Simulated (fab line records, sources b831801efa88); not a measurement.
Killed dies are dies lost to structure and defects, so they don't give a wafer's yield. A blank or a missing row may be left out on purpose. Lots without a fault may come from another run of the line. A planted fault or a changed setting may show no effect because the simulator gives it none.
Which tool did it? | flow gf180mcu | 14 lots, 42 wafers sampled, at 2 steps of a route of 602

WHAT THE GAUGES READ, wafer by wafer
GF_HV_LDD_TW_MEAS_50. Usual: HV_LDD_4_TW 570, standard deviation 3.
lot  | measured     | on            | HV_LDD_4_TW | flag
L547 | day 12 10:17 | film_metro-03 | 573 572 569 |
L548 | day 12 19:30 | film_metro-04 | 567 565 567 |
L549 | day 13 02:40 | film_metro-03 | 573 571 569 |
L550 | day 13 11:25 | film_metro-01 | 565 566 568 |
L551 | day 13 14:46 | film_metro-03 | 712 709 713 | OFF
L557 | day 15 19:12 | film_metro-04 | 705 704 701 | OFF
L561 | day 17 02:46 | film_metro-01 | 575 577 573 |
L562 | day 17 08:24 | film_metro-04 | 571 570 569 |
L563 | day 17 19:14 | film_metro-01 | 575 575 579 |
L565 | day 18 07:19 | film_metro-04 | 569 568 569 |
L567 | day 18 22:44 | film_metro-04 | 568 564 568 |
L568 | day 19 07:13 | film_metro-04 | 568 571 569 |
L569 | day 19 17:38 | film_metro-03 | 570 570 571 |
L564 | day 21 05:23 | film_metro-01 | 573 572 572 |

WHICH TOOL RAN EACH LOT (tool, then ch and the chambers of the sampled wafers, then the start)
lot  | GF_HV_LDD_IMPLANT_48
L547 | implanter-01 ch 0, day 12 10:02
L548 | implanter-03 ch 0, day 12 19:17
L549 | implanter-04 ch 0, day 13 02:25
L550 | implanter-03 ch 0, day 13 11:10
L551 | implanter-01 ch 0, day 13 14:08
L557 | implanter-03 ch 0, day 15 18:38 and implanter-01 ch 0, day 15 18:57
L561 | implanter-04 ch 0, day 17 02:31
L562 | implanter-04 ch 0, day 17 08:10
L563 | implanter-04 ch 0, day 17 18:59
L565 | implanter-04 ch 0, day 18 07:05
L567 | implanter-04 ch 0, day 18 22:29
L568 | implanter-04 ch 0, day 19 06:58
L569 | implanter-01 ch 0, day 19 17:23
L564 | implanter-03 ch 0, day 21 05:08
- GF_HV_LDD_IMPLANT_48

WHAT THE TOOLS THEMSELVES READ (means of the sampled wafers that have a number; where no wafer has one, the mark that the record gives instead)
GF_HV_LDD_IMPLANT_48. Usual: tilt_deg 6.996 degrees, standard deviation 0.018.
lot  | tool                      | tilt_deg (degrees) | flag
L547 | implanter-01              | 6.976              |
L548 | implanter-03              | 6.999              |
L549 | implanter-04              | 6.991              |
L550 | implanter-03              | 7.010              |
L551 | implanter-01              | 7.009              |
L557 | implanter-03/implanter-01 | 6.999              |
L561 | implanter-04              | 6.993              |
L562 | implanter-04              | 6.986              |
L563 | implanter-04              | 6.991              |
L565 | implanter-04              | 7.025              |
L567 | implanter-04              | 6.996              |
L568 | implanter-04              | 6.987              |
L569 | implanter-01              | 6.963              |
L564 | implanter-03              | 7.002              |

THE ANSWER, worked out from the rows above alone
Rule: a lot is off if the mean of its wafers that have a number lies more than 3 standard deviations from the usual mean. A lot without any number at a reading at which 4 lots or more have one is off too. The other lots that the step has rows for count as sound. The gauges are gone through in route order, then the tools' own readings, and for those a lot's mean is taken as printed above. The first step at which some lot is off is used, and at that step the reading that is off furthest; a lot without a number counts as furthest.
Off: L551, L557, at GF_HV_LDD_TW_MEAS_50 (HV_LDD_4_TW).
A tool fits if, at a process step before that reading, it ran every lot that is off, and no sound lot after the first of them. The gauges at GF_HV_LDD_TW_MEAS_50 are tried like those tools. None of those tried fits.

WHAT THE SIMULATOR HAD PUT IN
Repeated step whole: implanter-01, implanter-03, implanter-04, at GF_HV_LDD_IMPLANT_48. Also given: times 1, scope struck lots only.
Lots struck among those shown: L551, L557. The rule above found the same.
